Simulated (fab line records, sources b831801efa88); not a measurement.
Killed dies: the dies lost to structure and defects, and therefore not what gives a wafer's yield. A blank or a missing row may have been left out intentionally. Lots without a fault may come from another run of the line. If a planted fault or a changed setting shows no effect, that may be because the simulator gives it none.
Commonality check across tools -- flow gf180mcu -- 36 wafers sampled across 12 lots

REASON IT WAS OPENED
Flagged at GF_V5_CD_MEAS_14: reading cd nm, on 2 of 12 lots. No-fault wafers: 259.9 nm, standard deviation 1.3.
Rule: a lot gets a flag if all its wafers with a number sit over 4 standard deviations from that mean, or if no wafer of it has a number. As for the other lots, they are considered sound.

lot,measured,on,"cd nm (nm), wafer by wafer",flag
L796,day 26 19:33,cd sem-01,259.5 258.9 258.8,
L798,day 27 11:56,cd sem-02,259.0 259.5 259.9,
L799,day 28 00:07,cd sem-02,258.9 257.6 258.5,
L800,day 28 09:22,cd sem-01,259.7 261.7 261.9,
L802,day 28 23:04,cd sem-01,259.2 259.5 259.7,
L803,day 29 15:59,cd sem-01,258.6 258.0 257.7,
L809,day 31 06:34,cd sem-02,270.5 270.3 270.8,FLAGGED
L808,day 31 08:56,cd sem-02,274.0 272.8 272.5,FLAGGED
L810,day 32 02:36,cd sem-02,260.3 260.5 260.0,
L816,day 32 17:07,cd sem-02,263.4 261.0 261.7,
L818,day 33 07:35,cd sem-02,258.9 261.3 258.7,
L819,day 33 13:28,cd sem-02,259.5 259.5 260.4,
On average the flagged lots' numbers are 271.8 nm, which is +11.9 nm against the usual, or +9 standard deviations.

EACH LOT AND THE TOOL IT RAN ON
Before the reading, the record contains 3 process steps out of a 602-step route. Each cell gives the tool, then ch followed by the chambers the sampled wafers passed through, then the start.
lot,flag,GF_V3_SPUTTER_21,GF_V5_CVD_02,GF_V5_EXPOSE_11
L796,,"pvd sputter-04, day 21 23:23","pecvd-02 ch 0,2, day 25 22:14","krf scanner-02 ch 0, day 26 09:25"
L798,,"pvd sputter-03, day 22 19:26","pecvd-04 ch 1,2, day 26 15:19","krf scanner-01 ch 0, day 27 02:26"
L799,,"pvd sputter-02, day 23 07:32","pecvd-01 ch 0,2, day 27 03:58","krf scanner-01 ch 0, day 27 14:02"
L800,,"pvd sputter-03, day 23 18:17","pecvd-02 ch 1,2, day 27 12:57","krf scanner-01 ch 0, day 27 23:37"
L802,,"pvd sputter-03, day 24 10:25","pecvd-02 ch 1,2, day 28 03:32","krf scanner-02 ch 0, day 28 13:42"
L803,,"pvd sputter-03, day 25 06:26","pecvd-04 ch 0,1, day 28 20:28","krf scanner-01 ch 0, day 29 06:32"
L809,FLAGGED,"pvd sputter-04, day 27 02:36","pecvd-02 ch 1,2, day 30 12:02","krf scanner-01 ch 0, day 30 21:48"
L808,FLAGGED,"pvd sputter-02, day 27 05:08","pecvd-01 ch 0,2, day 30 14:44","krf scanner-01 ch 0, day 31 00:27"
L810,,"pvd sputter-04, day 28 01:17","pecvd-01 ch 0,1,2, day 31 08:44","krf scanner-02 ch 0, day 31 18:10"
L816,,"pvd sputter-02, day 28 17:07","pecvd-01 ch 0,2, day 31 23:10","krf scanner-02 ch 0, day 32 08:14"
L818,,"pvd sputter-03, day 29 11:23","pecvd-04 ch 0,1, day 32 14:54","krf scanner-02 ch 0, day 32 23:44"
L819,,"pvd sputter-02, day 29 16:48","pecvd-01 ch 0,1, day 32 21:10","krf scanner-02 ch 0, day 33 05:40"
These steps, and what they do:
- GF_V3_SPUTTER_21: material Ti, target thk 15 nm, time 80.02 s.
- GF_V5_CVD_02: deposits SiO2 from TEOS, target thk 1450 nm, time 163.28 s.
- GF_V5_EXPOSE_11: exposes mask Via5, target cd 260 nm.
- GF_V5_CD_MEAS_14: target cd 260 nm.

FLAGGED AGAINST TOTAL, ONE TOOL AT A TIME (gauges that did the reading follow at the end)
step,tool,lots run,flagged,share of the flagged lots,sound lots run after its first flagged lot
GF_V3_SPUTTER_21,pvd sputter-02,4,1,some,"2 (L816,L819)"
GF_V3_SPUTTER_21,pvd sputter-03,5,0,none,-
GF_V3_SPUTTER_21,pvd sputter-04,3,1,some,1 (L810)
GF_V5_CVD_02,pecvd-01,5,1,some,"3 (L810,L816,L819)"
GF_V5_CVD_02,pecvd-02,4,1,some,0
GF_V5_CVD_02,pecvd-04,3,0,none,-
GF_V5_EXPOSE_11,krf scanner-01,6,2,all,0
GF_V5_EXPOSE_11,krf scanner-02,6,0,none,-
GF_V5_CD_MEAS_14,cd sem-01,4,0,none,-
GF_V5_CD_MEAS_14,cd sem-02,8,2,all,"4 (L810,L816,L818,L819)"

WHAT THE TABLE ALLOWS
Every flagged lot went through 2 rows of the table: krf scanner-01 at GF_V5_EXPOSE_11 and cd sem-02 at GF_V5_CD_MEAS_14.
- krf scanner-01 at GF_V5_EXPOSE_11: 2 of its 6 lots flagged. It ran its last sound lot, L803, at day 29 06:32 and its first flagged lot, L809, at day 30 21:48: a fault with its onset between the two fits. Its own readings (exposure dose mJ cm2) fall more than 4 standard deviations out on all wafers of the flagged lots.
- cd sem-02 at GF_V5_CD_MEAS_14: 2 of its 8 lots flagged. Sound lots followed the first flagged one (L810, L816, L818, L819) on it, something a lasting fault affecting the whole tool could not allow.
One tool is left: krf scanner-01 at GF_V5_EXPOSE_11.

WHAT HAD BEEN PUT IN BY THE SIMULATOR
Process parameter drift: krf scanner-01, from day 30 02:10 on, at GF_V5_EXPOSE_11. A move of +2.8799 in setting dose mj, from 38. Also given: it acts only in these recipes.
Struck lots among those shown: L809, L808. The rule above reached the same finding.
